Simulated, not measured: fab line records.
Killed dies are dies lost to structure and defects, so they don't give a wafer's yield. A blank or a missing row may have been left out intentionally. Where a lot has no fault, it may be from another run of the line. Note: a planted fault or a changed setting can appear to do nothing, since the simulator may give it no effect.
A lot that was struck, set against a sound lot	flow sky130	14 steps out of a route of 708
Sound: these wafers, L978.1, L978.3, L978.5. Struck: wafers L975.2, L975.3, L975.5. The cause is given at the end.
Each step with rows lists, per side, the tool, then ch with its chambers, then its first start. Under that, the readings that differ: sound wafers	struck wafers	difference of the means	sigmas: that difference in standard deviations of wafers without a fault.
alike: readings whose means differ by less than 2 such deviations, and words and numbers that are the same on both sides. not compared: withheld readings, readings that some wafer has no value for, bounds like >300 that may hide the same value, and numbers for which the record gives no deviation and whose values overlap.
A row with sigmas, a row that says differs or no value, or rows on one side alone: a step with any of these is where the two part. Numbers that have no deviation but don't overlap get no sigmas and don't part them. A reading that every wafer of one side lacks parts them only if that side has two wafers or more.

first, 2 steps without rows for these wafers: SKY_VIA4_PEB_09; SKY_VIA4_DEVELOP_10 (develop time 60 s).
SKY_VIA4_OVL_MEAS_11:
  sound on overlay-02, day 45 21:07; struck on overlay-02, day 45 07:42
  alike: VIA4_OVL
SKY_VIA4_ETCH_12: etches SiO2 in C4F8/O2/Ar, stops on TiN, target depth 580 nm.
  sound on rie diel-01 ch 1,2, day 45 21:08; struck on rie diel-02 ch 1,3, day 45 07:44
  alike: oes product au, rf fwd power W
SKY_VIA4_STRIP_13: strips in O2/N2.
  sound on plasma asher-04 ch 0,1, day 45 21:13; struck on plasma asher-04 ch 0,1, day 45 07:48
  alike: drypump motor current A, oes product au, strip time to endpoint s
  not compared: rf hours counter h
then, 3 steps without rows for these wafers: SKY_VIA4_STRIP_14 (strips in post etch residue remover, time 1200 s); SKY_VIA4_CLEAN_15 (cleans in IPA, time 180 s); SKY_VIA4_CLEAN_16 (cleans in O3/DIW).
SKY_VIA4_SPUTTER_17: material TiN, target thk 20 nm, time 80 s.
  sound on pvd sputter-04, day 45 21:49; struck on pvd sputter-04, day 45 08:24
  alike: throttle valve pct
SKY_VIA4_CVD_18: deposits W, target thk 505 nm, time 152.14 s.
  sound on cvd w-02 ch 0,1, day 45 21:52; struck on cvd w-01 ch 1, day 45 08:31
  alike: heater power w
  not compared: since wet clean h
SKY_VIA4_RS_MEAS_19: uses a four-point probe to measure.
  sound on film metro-01, day 45 22:01; struck on film metro-03, day 45 08:47
  alike: VIA4_W_RS
SKY_VIA4_THK_MEAS_20: measures by xrf.
  sound on film metro-01, day 45 22:08; struck on film metro-03, day 45 08:53
reading	sound	struck	difference	sigmas
VIA4_W_THK (nm)	505 502 503	485 482 484	-20	-3
SKY_VIA4_CMP_21: polishes, stops on SiO2, t overpolish 25 s, target thk 0 nm.
  sound on cmp-01 ch 0,1,3, day 45 22:22; struck on cmp-02 ch 0,1, day 45 08:56
reading	sound	struck	difference	sigmas
overpolish run s (s)	24.992 24.993 25.000	0.033 0.040 0.051	-24.954	-99 or more
time to endpoint s (s)	115 124 126	191 189 191	+69	+13
  alike: edge zone pressure frac, motor current A
-- the record jumps here: 3 days lie between the struck wafers' starts before and after (it left off in module VIA4 and takes up again in module PAD_OPEN, whose first step shown is number 708 of the route) --
SKY_PAD_OPEN_PROBE_99:
  sound on prober-02, day 48 14:49; struck on prober-01, day 48 01:17
reading	sound	struck	difference	sigmas
killed_at_M0_to_M3	30 57 41	72 84 78	+35	+6
killed_at_M4_up	1 1 2	378 369 380	+374	+99 or more
killed dies	67 108 83	492 492 492	+406	+47
killed on rim	11 22 16	96 96 96	+80	+22
  alike: killed at contacts, killed at front end, killed at other, killed open, killed short

WHERE THEY PART
Earliest at SKY_VIA4_THK_MEAS_20; latest, in this record, at SKY_PAD_OPEN_PROBE_99.

WHY: what the simulator had put in
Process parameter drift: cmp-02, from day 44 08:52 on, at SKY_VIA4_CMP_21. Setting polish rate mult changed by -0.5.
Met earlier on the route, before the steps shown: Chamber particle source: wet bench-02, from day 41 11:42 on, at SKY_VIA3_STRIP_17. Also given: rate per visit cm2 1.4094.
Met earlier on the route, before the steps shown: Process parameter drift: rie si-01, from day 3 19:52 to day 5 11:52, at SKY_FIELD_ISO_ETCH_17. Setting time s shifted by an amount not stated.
